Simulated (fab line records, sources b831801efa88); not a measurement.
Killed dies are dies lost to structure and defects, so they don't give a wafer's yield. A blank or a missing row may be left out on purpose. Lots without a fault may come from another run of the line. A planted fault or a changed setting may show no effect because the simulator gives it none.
fab line records | flow gf180mcu
record lots=5 wafers=15 last_day=34
route steps=602 shown V4@485 MIM@503
lots that met no fault: from a run of the same line without faults
start_h: hours from the record's first day to the start of the lot's first wafer shown | wait_h: hours since the lot's step before | " the same as in the row above | L1.1+2: a row that stands for several wafers | - no value, or no start given | * or withheld: withheld | < > ~ a bound
route shown NAME@n: a module of which the file shows steps, and the number in the route of the first | usual: mean/standard deviation of fault-free wafers | same: alike in all rows | chamber/n: place in a boat | sites: the reading at each site | _std_site: their standard deviation | _edge_site: outer sites' mean less inner sites' | radius_mm: how far each site lies from the wafer's centre | mask NAME#n: copy n | behind: the tool/chamber that last shaped the wafer | hold: why the lot was held/for how many hours/how that ended | device: the transistor (n, p or np) that didn't switch | end of line: the same wafers' tests at the end of the route | a step without rows: its recipe alone | killed: dies lost to structure and defects at the first sort, not the wafer's yield | map: a wafer's dies, x killed, . not, _ none there
set.NAME: the setting as run; set.NAME@STEP: as run at that earlier step | model.NAME: the simulator's own value behind a step, which no gauge read
lots at some steps of the route; a table a step, a row a wafer
services: from which hour (start_h, from the record's first day; less than 0 if before it) a tool's chamber was out of use, for how many hours, and why
## steps
# step GF_V4_COAT_09
# recipe resist=KrF spin_rpm=withheld resist_thk_nm=1000
# columns lot.wafer tool chamber start_h wait_h
L076.1+3+5 litho_track-04 0 - -
L081.1+2+5 litho_track-02 0 - -
L090.2+5+6 litho_track-02 0 - -
L094.2+3+4 litho_track-04 0 - -
L096.1+3+4 litho_track-02 0 - -
# step GF_V4_SOFTBAKE_10
# recipe temp_c=130 time_s=60 resist=KrF
# columns lot.wafer tool chamber start_h wait_h
L076.1+3+5 litho_track-04 0 - -
L081.1+2+5 litho_track-02 0 - -
L090.2+5+6 litho_track-02 0 - -
L094.2+3+4 litho_track-04 0 - -
L096.1+3+4 litho_track-02 0 - -
# step GF_V4_EXPOSE_11
# recipe mask_id=Via4 target_cd_nm=260 na=0.68 source_shape=conventional sigma_outer=0.6 dose_mj=38
# usual focus_offset_nm=0.0/0.61
# columns lot.wafer tool chamber start_h wait_h mask focus_offset_nm
L076.1 krf_scanner-02 0 - - Via4#0 -1.2
L076.3 " 0 " " Via4#0 -1.5
L076.5 " 0 " " Via4#0 -0.7
L081.1 krf_scanner-01 0 - - Via4#0 0.1
L081.2 " 0 " " Via4#0 -0.4
L081.5 " 0 " " Via4#0 0.6
L090.2 krf_scanner-01 0 - - Via4#0 -1.0
L090.5 " 0 " " Via4#0 0.1
L090.6 " 0 " " Via4#0 -0.7
L094.2 krf_scanner-01 0 - - Via4#0 1.1
L094.3 " 0 " " Via4#0 0.6
L094.4 " 0 " " Via4#0 0.0
L096.1 krf_scanner-02 0 - - Via4#0 0.5
L096.3 " 0 " " Via4#0 1.1
L096.4 " 0 " " Via4#0 0.6
# step GF_V4_PEB_12
# recipe peb_temp_c=135 peb_time_s=90 resist=KrF
# columns lot.wafer tool chamber start_h wait_h
L076.1+3+5 litho_track-04 0 - -
L081.1+2+5 litho_track-02 0 - -
L090.2+5+6 litho_track-01 0 - -
L094.2+3+4 litho_track-01 0 - -
L096.1+3+4 litho_track-01 0 - -
# step GF_V4_DEVELOP_13
# recipe develop_time_s=60 resist=KrF dev_temp_c=21
# columns lot.wafer tool chamber start_h wait_h
L076.1+3+5 litho_track-04 0 580.08 0.2
L081.1+2+5 litho_track-02 0 622.53 0.2
L090.2+5+6 litho_track-01 0 682.96 0.2
L094.2+3+4 litho_track-01 0 712.71 0.2
L096.1+3+4 litho_track-01 0 726.04 0.2
# step GF_V4_CD_MEAS_14
# recipe target_cd_nm=260
# usual cd_nm=260.0/1.1
# columns lot.wafer tool chamber start_h wait_h cd_nm
L076.1 cd_sem-02 - 580.23 0.1 261.0
L076.3 " - " " 261.5
L076.5 " - " " 262.1
L081.1 cd_sem-01 - 622.68 0.1 258.0
L081.2 " - " " 257.5
L081.5 " - " " 258.6
L090.2 cd_sem-02 - 683.11 0.1 261.5
L090.5 " - " " 260.3
L090.6 " - " " 261.4
L094.2 cd_sem-02 - 712.86 0.1 259.7
L094.3 " - " " 260.1
L094.4 " - " " 259.7
L096.1 cd_sem-02 - 726.19 0.1 259.0
L096.3 " - " " 259.8
L096.4 " - " " 259.4
# step GF_V4_OVL_MEAS_15
# usual V4_OVL=1/5.6
# columns lot.wafer tool chamber start_h wait_h V4_OVL[nm]
L076.1 overlay-01 - 580.35 0.1 -1
L076.3 " - " " -2
L076.5 " - " " -8
L081.1 overlay-02 - 622.80 0.1 -4
L081.2 " - " " -9
L081.5 " - " " -3
L090.2 overlay-02 - 683.21 0.1 -6
L090.5 " - " " -4
L090.6 " - " " 3
L094.2 overlay-01 - 712.96 0.1 4
L094.3 " - " " 4
L094.4 " - " " -1
L096.1 overlay-01 - 726.31 0.1 2
L096.3 " - " " 5
L096.4 " - " " 10
# step GF_V4_ETCH_16
# recipe chemistry=N2/H2 target_depth_a=withheld overetch_a=withheld time_s=withheld target=BARC ion_energy_ev=200 source_w=500 bias_w=100 pressure_mtorr=30 n2_flow_sccm=100 h2_flow_sccm=200
# usual drypump_motor_current_A=5.5/0.53 oes_product_au=0.855/0.0047 throttle_valve_pct=13.227/0.0092
# columns lot.wafer tool chamber start_h wait_h drypump_motor_current_A oes_product_au throttle_valve_pct
L076.1 rie_diel-02 3 580.39 0.0 4.9 0.855 13.220
L076.3 " 1 " " 6.0 0.854 13.227
L076.5 " 3 " " 4.9 0.856 13.222
L081.1 rie_diel-01 2 622.84 0.0 5.4 0.852 13.223
L081.2 " 1 " " 4.7 0.853 13.230
L081.5 " 3 " " 5.0 0.858 13.235
L090.2 rie_diel-01 1 683.24 0.0 4.7 0.847 13.242
L090.5 " 0 " " 5.8 0.858 13.227
L090.6 " 1 " " 4.7 0.856 13.240
L094.2 rie_diel-03 1 712.99 0.0 5.2 0.852 13.237
L094.3 " 2 " " 6.1 0.848 13.237
L094.4 " 3 " " 6.1 0.862 13.222
L096.1 rie_diel-02 0 726.34 0.0 5.7 0.846 13.221
L096.3 " 1 " " 5.9 0.854 13.222
L096.4 " 0 " " 5.7 0.857 13.217
# step GF_V4_ETCH_17
# recipe chemistry=C4F8/O2/Ar mask_material=KrF target=SiO2 stop_on=TiN source_w=1500 bias_w=1200 pressure_mtorr=40 c4f8_flow_sccm=withheld O2_flow_sccm=6 Ar_flow_sccm=300 time_s=withheld target_depth_a=6300
# usual oes_product_au=0.855/0.0043
# columns lot.wafer tool chamber start_h wait_h oes_product_au
L076.1 rie_diel-02 3 - - 0.853
L076.3 " 1 " " 0.853
L076.5 " 3 " " 0.858
L081.1 rie_diel-01 2 - - 0.855
L081.2 " 1 " " 0.854
L081.5 " 3 " " 0.855
L090.2 rie_diel-01 1 - - 0.859
L090.5 " 0 " " 0.852
L090.6 " 1 " " 0.852
L094.2 rie_diel-03 1 - - 0.863
L094.3 " 2 " " 0.858
L094.4 " 3 " " 0.859
L096.1 rie_diel-02 0 - - 0.855
L096.3 " 1 " " 0.858
L096.4 " 0 " " 0.858
# step GF_V4_STRIP_18
# recipe chemistry=O2/N2 power_w=1400 pressure_mtorr=1500 platen_temp_c=250 o2_flow_sccm=3000 n2_flow_sccm=300 overash_fraction=0.5
# usual drypump_motor_current_A=5.8/0.42 heater_power_w=318/12 oes_product_au=0.592/0.0047
# columns lot.wafer tool chamber start_h wait_h drypump_motor_current_A heater_power_w oes_product_au rf_hours_counter_h
L076.1 plasma_asher-02 0 580.52 - 5.7 305 0.593 83
L076.3 " 0 " " 5.8 306 0.597 -
L076.5 " 0 " " 5.7 305 0.595 -
L081.1 plasma_asher-02 1 622.97 - 6.5 314 0.585 89
L081.2 " 0 " " 5.7 307 0.590 89
L081.5 " 0 " " 5.7 301 0.603 -
L090.2 plasma_asher-03 0 683.37 - 5.5 332 0.588 110
L090.5 " 0 " " 5.5 331 0.587 -
L090.6 " 1 " " 5.0 308 0.592 -
L094.2 plasma_asher-03 1 713.12 - 5.0 303 0.596 114
L094.3 " 0 " " 5.5 335 0.588 -
L094.4 " 1 " " 5.0 301 0.594 -
L096.1 plasma_asher-02 1 726.47 - 6.4 324 0.603 99
L096.3 " 0 " " 5.8 312 0.593 -
L096.4 " 1 " " 6.4 317 0.597 -
# step GF_V4_STRIP_19
# recipe chemistry=post_etch_residue_remover time_s=1200 temp_c=72.5
# columns lot.wafer tool chamber start_h wait_h
L076.1+3+5 wet_bench-04 3 580.61 0.1
L081.1+2+5 wet_bench-02 0 623.07 0.1
L090.2+5+6 wet_bench-01 2 683.47 0.1
L094.2+3+4 wet_bench-01 1 713.22 0.1
L096.1+3+4 wet_bench-02 0 726.57 0.1
# step GF_V4_CLEAN_20
# recipe chemistry=DIW dry=n2_spin
# columns lot.wafer tool chamber start_h wait_h
L076.1+3+5 wet_bench-02 3 580.96 0.0
L081.1+2+5 wet_bench-01 0 623.44 0.0
L090.2+5+6 wet_bench-02 3 683.85 0.0
L094.2+3+4 wet_bench-02 2 714.85 0.0
L096.1+3+4 wet_bench-01 2 726.91 0.0
# step GF_V4_SPUTTER_21
# recipe material=Ti target_thk_nm=15 chamber_pressure_pa=5 power_w=2500 substrate_temp_c=200 time_s=80.02
# usual throttle_valve_pct=30.1/0.79
# columns lot.wafer tool chamber start_h wait_h throttle_valve_pct
L076.1 pvd_sputter-03 - 581.06 0.0 30.5
L076.3 " - " " 30.6
L076.5 " - " " 28.8
L081.1 pvd_sputter-02 - 623.53 0.0 30.8
L081.2 " - " " 29.8
L081.5 " - " " 30.5
L090.2 pvd_sputter-02 - 683.94 0.0 30.8
L090.5 " - " " 31.2
L090.6 " - " " 30.5
L094.2 pvd_sputter-03 - 714.95 0.0 30.8
L094.3 " - " " 29.4
L094.4 " - " " 30.7
L096.1 pvd_sputter-03 - 727.01 0.0 30.6
L096.3 " - " " 29.0
L096.4 " - " " 29.1
# step GF_V4_SPUTTER_22
# recipe material=TiN target_thk_nm=10 chamber_pressure_pa=5 power_w=4000 time_s=40
# usual throttle_valve_pct=30.0/0.77
# columns lot.wafer tool chamber start_h wait_h throttle_valve_pct
L076.1 pvd_sputter-03 - 581.12 0.0 30.7
L076.3 " - " " 30.3
L076.5 " - " " 28.9
L081.1 pvd_sputter-02 - 623.59 0.0 30.7
L081.2 " - " " 29.5
L081.5 " - " " 30.6
L090.2 pvd_sputter-02 - 684.00 0.0 30.8
L090.5 " - " " 30.7
L090.6 " - " " 30.6
L094.2 pvd_sputter-03 - 715.01 0.0 30.6
L094.3 " - " " 29.3
L094.4 " - " " 30.7
L096.1 pvd_sputter-03 - 727.07 0.0 30.2
L096.3 " - " " 28.9
L096.4 " - " " 29.3
# step GF_V4_CVD_23
# recipe material=W target_thk_nm=350 time_s=104.9 temp_c=400 pressure_torr=40
# usual heater_power_w=867/42
# columns lot.wafer tool chamber start_h wait_h heater_power_w
L076.1 cvd_w-02 0 581.16 0.0 800
L076.3 " 0 " " 799
L076.5 " 1 " " 902
L081.1 cvd_w-01 0 623.63 0.0 864
L081.2 " 1 " " 880
L081.5 " 1 " " 888
L090.2 cvd_w-02 0 684.05 0.0 809
L090.5 " 1 " " 897
L090.6 " 0 " " 808
L094.2 cvd_w-01 1 715.05 0.0 908
L094.3 " 1 " " 922
L094.4 " 0 " " 903
L096.1 cvd_w-01 0 727.11 0.0 888
L096.3 " 0 " " 900
L096.4 " 1 " " 922
# step GF_V4_RS_MEAS_24
# recipe thk_meas_gauge=four-point-probe reads=W_of_V4_CVD_23+TiN_of_V4_SPUTTER_22+Ti_of_V4_SPUTTER_21
# usual V4_W_RS=0.3283/0.0028
# columns lot.wafer tool chamber start_h wait_h V4_W_RS[ohm/sq]
L076.1 film_metro-03 - 581.27 0.1 0.3300
L076.3 " - " " 0.3256
L076.5 " - " " 0.3311
L081.1 film_metro-04 - 623.74 0.1 0.3305
L081.2 " - " " 0.3314
L081.5 " - " " 0.3317
L090.2 film_metro-04 - 684.18 0.1 0.3306
L090.5 " - " " 0.3232
L090.6 " - " " 0.3303
L094.2 film_metro-04 - 715.18 0.1 0.3246
L094.3 " - " " 0.3223
L094.4 " - " " 0.3251
L096.1 film_metro-04 - 727.22 0.1 0.3299
L096.3 " - " " 0.3301
L096.4 " - " " 0.3340
# step GF_V4_THK_MEAS_25
# recipe thk_meas_gauge=xrf reads=W_of_V4_CVD_23
# usual V4_W_THK=355/3.5
# columns lot.wafer tool chamber start_h wait_h V4_W_THK[nm]
L076.1 film_metro-03 - 581.39 0.1 351
L076.3 " - " " 360
L076.5 " - " " 354
L081.1 film_metro-04 - 623.86 0.1 353
L081.2 " - " " 352
L081.5 " - " " 352
L090.2 film_metro-04 - 684.29 0.1 352
L090.5 " - " " 359
L090.6 " - " " 352
L094.2 film_metro-04 - 715.29 0.1 358
L094.3 " - " " 362
L094.4 " - " " 357
L096.1 film_metro-04 - 727.34 0.1 353
L096.3 " - " " 354
L096.4 " - " " 350
# step GF_V4_CMP_26
# recipe stop_on=SiO2 down_force_psi=3.5 platen_rpm=60 t_overpolish_s=15 target_thk_nm=0 pad_velocity_m_s=0.94248
# usual motor_current_A=10.5/1.2 overpolish_run_s=15.001/0.0092 time_to_endpoint_s=83.5/2.9
# columns lot.wafer tool chamber start_h wait_h motor_current_A overpolish_run_s time_to_endpoint_s
L076.1 cmp-01 1 581.50 0.1 10.9 14.995 86.9
L076.3 " 2 " " 12.9 15.003 87.4
L076.5 " 1 " " 11.4 15.008 91.2
L081.2 cmp-02 0 623.92 0.0 10.2 14.995 85.9
L081.1 " 3 " " 10.4 15.003 80.2
L081.5 " 1 " " 10.7 14.994 79.3
L090.2 cmp-02 2 684.44 0.1 9.1 15.011 85.4
L090.5 " 0 " " 11.2 15.018 89.9
L090.6 " 1 " " 10.9 15.007 86.6
L094.2 cmp-01 2 715.34 0.0 12.6 15.002 80.7
L094.3 " 3 " " 8.5 15.005 81.1
L094.4 " 1 " " 10.9 14.997 82.1
L096.1 cmp-02 1 727.40 0.1 11.2 14.998 81.7
L096.4 " 3 " " 9.9 14.997 77.5
L096.3 " 0 " " 10.5 14.995 86.4
# step GF_MIM_SPUTTER_00
# recipe material=Ti target_thk_nm=37.5 arriving_ion_energy_ev=80 substrate_temp_c=200 chamber_pressure_pa=2 power_w=4000 time_s=150
# usual throttle_valve_pct=29.8/1.3
# columns lot.wafer tool chamber start_h wait_h throttle_valve_pct
L076.1 pvd_sputter-03 - 581.75 0.2 29.1
L076.3 " - " " 28.8
L076.5 " - " " 28.8
L081.1 pvd_sputter-03 - 624.22 0.1 29.3
L081.2 " - " " 28.8
L081.5 " - " " 29.1
L090.2 pvd_sputter-03 - 684.64 0.1 29.1
L090.5 " - " " 29.0
L090.6 " - " " 30.6
L094.2 pvd_sputter-02 - 715.64 0.2 29.5
L094.3 " - " " 31.0
L094.4 " - " " 30.0
L096.1 pvd_sputter-02 - 727.70 0.2 29.8
L096.3 " - " " 30.6
L096.4 " - " " 29.5
# step GF_MIM_SPUTTER_01
# recipe material=TiN target_thk_nm=30 power_w=6500 time_s=25 chamber_pressure_pa=0.4
# usual throttle_valve_pct=29.8/1.4
# columns lot.wafer tool chamber start_h wait_h throttle_valve_pct
L076.1 pvd_sputter-03 - 581.85 0.1 29.0
L076.3 " - " " 29.2
L076.5 " - " " 28.7
L081.1 pvd_sputter-03 - 624.32 0.1 29.1
L081.2 " - " " 28.8
L081.5 " - " " 29.2
L090.2 pvd_sputter-03 - 684.74 0.1 29.2
L090.5 " - " " 29.1
L090.6 " - " " 30.3
L094.2 pvd_sputter-02 - 715.74 0.1 29.4
L094.3 " - " " 30.9
L094.4 " - " " 29.7
L096.1 pvd_sputter-02 - 727.80 0.1 29.6
L096.3 " - " " 30.5
L096.4 " - " " 29.5
# step GF_MIM_SPUTTER_02
# recipe material=AlCu target_thk_nm=450 power_w=10600 time_s=23.9 chamber_pressure_pa=0.4
# usual throttle_valve_pct=29.8/1.3
# columns lot.wafer tool chamber start_h wait_h throttle_valve_pct
L076.1 pvd_sputter-03 - 581.88 0.0 29.4
L076.3 " - " " 29.0
L076.5 " - " " 28.7
L081.1 pvd_sputter-03 - 624.35 0.0 29.2
L081.2 " - " " 29.3
L081.5 " - " " 29.3
L090.2 pvd_sputter-03 - 684.77 0.0 29.4
L090.5 " - " " 29.1
L090.6 " - " " 30.8
L094.2 pvd_sputter-02 - 715.77 0.0 29.3
L094.3 " - " " 31.0
L094.4 " - " " 29.6
L096.1 pvd_sputter-02 - 727.83 0.0 29.6
L096.3 " - " " 30.2
L096.4 " - " " 29.4
# step GF_MIM_SPUTTER_03
# recipe material=Ti target_thk_nm=10 substrate_temp_c=300 chamber_pressure_pa=0.3 power_w=3000 time_s=6.7
# usual throttle_valve_pct=29.8/1.4
# columns lot.wafer tool chamber start_h wait_h throttle_valve_pct
L076.1 pvd_sputter-03 - 581.91 0.0 29.3
L076.3 " - " " 28.9
L076.5 " - " " 28.7
L081.1 pvd_sputter-03 - 624.38 0.0 29.1
L081.2 " - " " 28.7
L081.5 " - " " 29.0
L090.2 pvd_sputter-03 - 684.80 0.0 29.2
L090.5 " - " " 29.2
L090.6 " - " " 30.5
L094.2 pvd_sputter-02 - 715.80 0.0 29.7
L094.3 " - " " 30.6
L094.4 " - " " 29.7
L096.1 pvd_sputter-02 - 727.86 0.0 29.4
L096.3 " - " " 30.4
L096.4 " - " " 29.8
# step GF_MIM_SPUTTER_04
# recipe material=TiN target_thk_nm=50 power_w=6500 time_s=41.7 chamber_pressure_pa=0.4
# usual throttle_valve_pct=29.8/1.4
# columns lot.wafer tool chamber start_h wait_h throttle_valve_pct
L076.1 pvd_sputter-03 - 581.93 0.0 29.0
L076.3 " - " " 28.8
L076.5 " - " " 29.1
L081.1 pvd_sputter-03 - 624.40 0.0 29.0
L081.2 " - " " 28.6
L081.5 " - " " 29.2
L090.2 pvd_sputter-03 - 684.82 0.0 29.4
L090.5 " - " " 29.2
L090.6 " - " " 30.8
L094.2 pvd_sputter-02 - 715.82 0.0 29.5
L094.3 " - " " 30.7
L094.4 " - " " 29.6
L096.1 pvd_sputter-02 - 727.88 0.0 29.4
L096.3 " - " " 30.8
L096.4 " - " " 29.9
# step GF_MIM_CVD_05
# recipe material=Si3N4 target_thk_nm=42 temp_max_c=400 temp_c=385 time_s=29.086 rf_w=450
# usual heater_power_w=595/93
# columns lot.wafer tool chamber start_h wait_h heater_power_w
L076.1 pecvd-01 1 581.97 0.0 674
L076.3 " 2 " " 714
L076.5 " 1 " " 690
L081.1 pecvd-04 2 624.44 0.0 581
L081.2 " 0 " " 481
L081.5 " 2 " " 569
L090.2 pecvd-02 0 684.86 0.0 497
L090.5 " 0 " " 496
L090.6 " 1 " " 667
L094.2 pecvd-02 1 715.86 0.0 713
L094.3 " 0 " " 481
L094.4 " 2 " " 705
L096.1 pecvd-04 2 727.92 0.0 528
L096.3 " 0 " " 505
L096.4 " 2 " " 539
# step GF_MIM_THK_MEAS_06
# recipe reads=Si3N4_of_MIM_CVD_05
# usual MIM_CVD_05_THK=41.9/0.57
# columns lot.wafer tool chamber start_h wait_h MIM_CVD_05_THK[nm]
L076.1 film_metro-02 - 582.00 0.0 41.6
L076.3 " - " " 41.5
L076.5 " - " " 42.4
L081.1 film_metro-02 - 624.48 0.0 42.0
L081.2 " - " " 42.3
L081.5 " - " " 42.9
L090.2 film_metro-01 - 684.90 0.0 41.5
L090.5 " - " " 42.2
L090.6 " - " " 42.0
L094.2 film_metro-01 - 715.91 0.0 41.4
L094.3 " - " " 41.3
L094.4 " - " " 41.9
L096.1 film_metro-03 - 727.95 0.0 41.4
L096.3 " - " " 41.0
L096.4 " - " " 41.7
# step GF_MIM_SPUTTER_07
# recipe material=TiN target_thk_nm=60 power_w=6500 time_s=50 chamber_pressure_pa=0.4
# usual throttle_valve_pct=29.8/1.5
# columns lot.wafer tool chamber start_h wait_h throttle_valve_pct
L076.1 pvd_sputter-04 - 582.06 0.1 30.4
L076.3 " - " " 27.5
L076.5 " - " " 27.6
L081.1 pvd_sputter-02 - 624.54 0.1 31.1
L081.2 " - " " 30.3
L081.5 " - " " 29.6
L090.2 pvd_sputter-02 - 684.95 0.0 30.3
L090.5 " - " " 30.4
L090.6 " - " " 30.9
L094.2 pvd_sputter-03 - 715.96 0.0 30.7
L094.3 " - " " 29.1
L094.4 " - " " 29.1
L096.1 pvd_sputter-04 - 728.01 0.1 32.5
L096.3 " - " " 30.2
L096.4 " - " " 27.7
# step GF_MIM_SPUTTER_08
# recipe material=AlCu target_thk_nm=200 power_w=10600 time_s=10.6 chamber_pressure_pa=0.4
# usual throttle_valve_pct=29.8/1.5
# columns lot.wafer tool chamber start_h wait_h throttle_valve_pct
L076.1 pvd_sputter-04 - 582.11 0.0 30.2
L076.3 " - " " 27.5
L076.5 " - " " 28.1
L081.1 pvd_sputter-02 - 624.58 0.0 31.0
L081.2 " - " " 30.5
L081.5 " - " " 29.4
L090.2 pvd_sputter-02 - 685.00 0.0 30.6
L090.5 " - " " 30.2
L090.6 " - " " 31.1
L094.2 pvd_sputter-03 - 716.00 0.0 30.4
L094.3 " - " " 28.9
L094.4 " - " " 29.3
L096.1 pvd_sputter-04 - 728.06 0.0 32.5
L096.3 " - " " 30.6
L096.4 " - " " 27.6
# step GF_MIM_SPUTTER_09
# recipe material=TiN target_thk_nm=35 power_w=6500 time_s=29.2 chamber_pressure_pa=0.4
# usual throttle_valve_pct=29.8/1.5
# columns lot.wafer tool chamber start_h wait_h throttle_valve_pct
L076.1 pvd_sputter-04 - 582.13 0.0 30.2
L076.3 " - " " 27.4
L076.5 " - " " 27.5
L081.1 pvd_sputter-02 - 624.60 0.0 31.0
L081.2 " - " " 30.6
L081.5 " - " " 29.4
L090.2 pvd_sputter-02 - 685.03 0.0 30.6
L090.5 " - " " 30.4
L090.6 " - " " 30.6
L094.2 pvd_sputter-03 - 716.02 0.0 30.7
L094.3 " - " " 28.8
L094.4 " - " " 29.4
L096.1 pvd_sputter-04 - 728.08 0.0 32.8
L096.3 " - " " 30.2
L096.4 " - " " 27.7
# step GF_MIM_RS_MEAS_10
# recipe thk_meas_gauge=four-point-probe reads=TiN_of_MIM_SPUTTER_09+AlCu_of_MIM_SPUTTER_08+TiN_of_MIM_SPUTTER_07
# usual MIM_ALCU_RS=0.1590/0.0018
# columns lot.wafer tool chamber start_h wait_h MIM_ALCU_RS[ohm/sq]
L076.1 film_metro-03 - 582.16 0.0 0.1610
L076.3 " - " " 0.1612
L076.5 " - " " 0.1597
L081.1 film_metro-02 - 624.64 0.0 0.1581
L081.2 " - " " 0.1581
L081.5 " - " " 0.1596
L090.2 film_metro-01 - 685.08 0.0 0.1579
L090.5 " - " " 0.1579
L090.6 " - " " 0.1580
L094.2 film_metro-02 - 716.08 0.0 0.1564
L094.3 " - " " 0.1567
L094.4 " - " " 0.1556
L096.1 film_metro-03 - 728.11 0.0 0.1621
L096.3 " - " " 0.1619
L096.4 " - " " 0.1611
# step GF_MIM_THK_MEAS_11
# recipe thk_meas_gauge=xrf reads=AlCu_of_MIM_SPUTTER_08
# usual MIM_ALCU_THK=202.0/2.3
# columns lot.wafer tool chamber start_h wait_h MIM_ALCU_THK[nm]
L076.1 film_metro-03 - 582.28 0.1 199.9
L076.3 " - " " 200.1
L076.5 " - " " 201.3
L081.1 film_metro-02 - 624.76 0.1 203.7
L081.2 " - " " 203.1
L081.5 " - " " 202.1
L090.2 film_metro-01 - 685.19 0.1 203.1
L090.5 " - " " 203.6
L090.6 " - " " 201.9
L094.2 film_metro-02 - 716.19 0.1 205.9
L094.3 " - " " 205.6
L094.4 " - " " 207.2
L096.1 film_metro-03 - 728.23 0.1 199.2
L096.3 " - " " 197.6
L096.4 " - " " 199.9
# step GF_MIM_DEHYDRATE_12
# recipe temp_c=200 time_s=60
# columns lot.wafer tool chamber start_h wait_h
L076.1+3+5 litho_track-01 0 592.39 10.1
L081.1+2+5 litho_track-02 0 634.88 10.1
L090.2+5+6 litho_track-01 0 693.46 8.3
L094.2+3+4 litho_track-02 0 724.36 8.2
L096.1+3+4 litho_track-02 0 736.03 7.8
# step GF_MIM_HMDS_13
# recipe prime_time_s=60 prime_temp_c=120
# columns lot.wafer tool chamber start_h wait_h
L076.1+3+5 litho_track-01 0 592.54 0.1
L081.1+2+5 litho_track-02 0 635.03 0.1
L090.2+5+6 litho_track-01 0 693.61 0.1
L094.2+3+4 litho_track-02 0 724.51 0.1
L096.1+3+4 litho_track-02 0 736.18 0.1
# step GF_MIM_COAT_14
# recipe resist=NOVOLAK spin_rpm=3000 resist_thk_nm=1000
# columns lot.wafer tool chamber start_h wait_h
L076.1+3+5 litho_track-01 0 592.69 0.1
L081.1+2+5 litho_track-02 0 635.18 0.1
L090.2+5+6 litho_track-01 0 693.76 0.1
L094.2+3+4 litho_track-02 0 724.66 0.1
L096.1+3+4 litho_track-02 0 736.33 0.1
# step GF_MIM_SOFTBAKE_15
# recipe temp_c=90 time_s=60 resist=NOVOLAK
# columns lot.wafer tool chamber start_h wait_h
L076.1+3+5 litho_track-01 0 592.84 0.1
L081.1+2+5 litho_track-02 0 635.33 0.1
L090.2+5+6 litho_track-01 0 693.91 0.1
L094.2+3+4 litho_track-02 0 724.81 0.1
L096.1+3+4 litho_track-02 0 736.48 0.1
# step GF_MIM_EXPOSE_16
# recipe mask_id=FuseTop target_cd_nm=2000 na=0.6 source_shape=conventional sigma_outer=0.6 dose_mj=140
# usual focus_offset_nm=-0.1/0.55
# columns lot.wafer tool chamber start_h wait_h mask focus_offset_nm
L076.1 iline_stepper-02 0 - - FuseTop#0 -0.7
L076.3 " 0 " " FuseTop#0 -0.7
L076.5 " 0 " " FuseTop#0 0.2
L081.1 iline_stepper-02 0 - - FuseTop#0 -0.2
L081.2 " 0 " " FuseTop#0 0.0
L081.5 " 0 " " FuseTop#0 -0.4
L090.2 iline_stepper-01 0 - - FuseTop#0 -0.3
L090.5 " 0 " " FuseTop#0 -0.3
L090.6 " 0 " " FuseTop#0 0.3
L094.2 iline_stepper-01 0 - - FuseTop#0 0.6
L094.3 " 0 " " FuseTop#0 0.5
L094.4 " 0 " " FuseTop#0 0.4
L096.1 iline_stepper-01 0 - - FuseTop#0 -0.6
L096.3 " 0 " " FuseTop#0 0.3
L096.4 " 0 " " FuseTop#0 -1.1
# step GF_MIM_PEB_17
# recipe temp_c=withheld time_s=* resist=NOVOLAK
# columns lot.wafer tool chamber start_h wait_h
L076.1+3+5 litho_track-02 0 - -
L081.1+2+5 litho_track-03 0 - -
L090.2+5+6 litho_track-01 0 - -
L094.2+3+4 litho_track-03 0 - -
L096.1+3+4 litho_track-03 0 - -
# step GF_MIM_DEVELOP_18
# recipe develop_time_s=60 dev_temp_c=23
# columns lot.wafer tool chamber start_h wait_h
L076.1+3+5 litho_track-02 0 603.33 0.1
L081.1+2+5 litho_track-03 0 645.28 0.1
L090.2+5+6 litho_track-01 0 703.51 0.1
L094.2+3+4 litho_track-03 0 732.75 0.1
L096.1+3+4 litho_track-03 0 744.73 0.1
# step GF_MIM_METAL_ETCH_19
# recipe chemistry=Cl2/BCl3 mask_material=NOVOLAK stop_on=Si3N4 target_depth_nm=324.5 pressure_mtorr=8 icp_w=800 bias_w=140 Cl2_flow_sccm=80 bcl3_flow_sccm=40 time_s=54.1
# usual drypump_motor_current_A=5.9/0.43 he_backside_leak_sccm=3.29/0.19 oes_product_au=0.944/0.0066 throttle_valve_pct=28.280/0.011
# columns lot.wafer tool chamber start_h wait_h drypump_motor_current_A he_backside_leak_sccm oes_product_au rf_hours_counter_h throttle_valve_pct
L076.1 rie_metal-01 1 603.48 0.1 6.7 3.39 0.935 12 28.273
L076.3 " 0 " " 5.9 3.19 0.946 - 28.300
L076.5 " 0 " " 5.9 3.23 0.954 - 28.277
L081.1 rie_metal-03 0 645.43 0.1 5.8 3.40 0.941 1 28.271
L081.2 " 1 " " 5.1 2.88 0.943 7 28.290
L081.5 " 0 " " 5.8 3.32 0.933 - 28.268
L090.2 rie_metal-01 1 703.64 0.1 6.6 3.37 0.950 16 28.295
L090.5 " 0 " " 5.9 3.13 0.946 - 28.282
L090.6 " 1 " " 6.6 3.35 0.946 - 28.285
L094.2 rie_metal-04 0 732.88 0.1 6.1 3.25 0.951 9 28.260
L094.3 " 1 " " 5.6 3.17 0.950 - 28.278
L094.4 " 0 " " 6.1 3.32 0.951 - 28.271
L096.1 rie_metal-01 1 744.88 0.1 6.6 3.33 0.937 1 28.282
L096.3 " 1 " " 6.6 3.26 0.934 - 28.307
L096.4 " 1 " " 6.6 3.29 0.941 - 28.284
## services
# columns tool chamber start_h hours kind
rie_diel-01 2 554.63 2.6 repair
rie_diel-02 - 557.85 0.1 repair
pvd_sputter-02 - 560.63 5.4 repair
cvd_w-01 - 562.26 0.5 repair
rie_diel-01 1 573.84 13.9 repair
rie_metal-01 - 574.68 14.6 pm
wet_bench-01 - 577.38 3.6 repair
wet_bench-02 - 581.89 25.2 repair
cmp-02 - 584.31 2.5 repair
pvd_sputter-03 - 587.65 2.4 repair
iline_stepper-01 - 595.14 6.2 repair
plasma_asher-02 - 603.01 1.0 repair
cmp-02 - 615.49 6.6 pm
krf_scanner-01 - 617.86 0.8 pm
cmp-02 - 623.57 0.2 repair
rie_diel-01 0 654.40 8.3 repair
rie_diel-01 3 656.31 4.3 repair
pvd_sputter-03 - 664.54 1.5 repair
pvd_sputter-02 - 671.76 7.6 repair
pvd_sputter-03 - 676.32 7.0 repair
rie_diel-02 2 712.86 15.0 repair
rie_diel-01 2 718.60 4.4 repair
pvd_sputter-02 - 728.24 0.8 repair
rie_diel-02 1 733.02 4.4 repair
## key
fault none
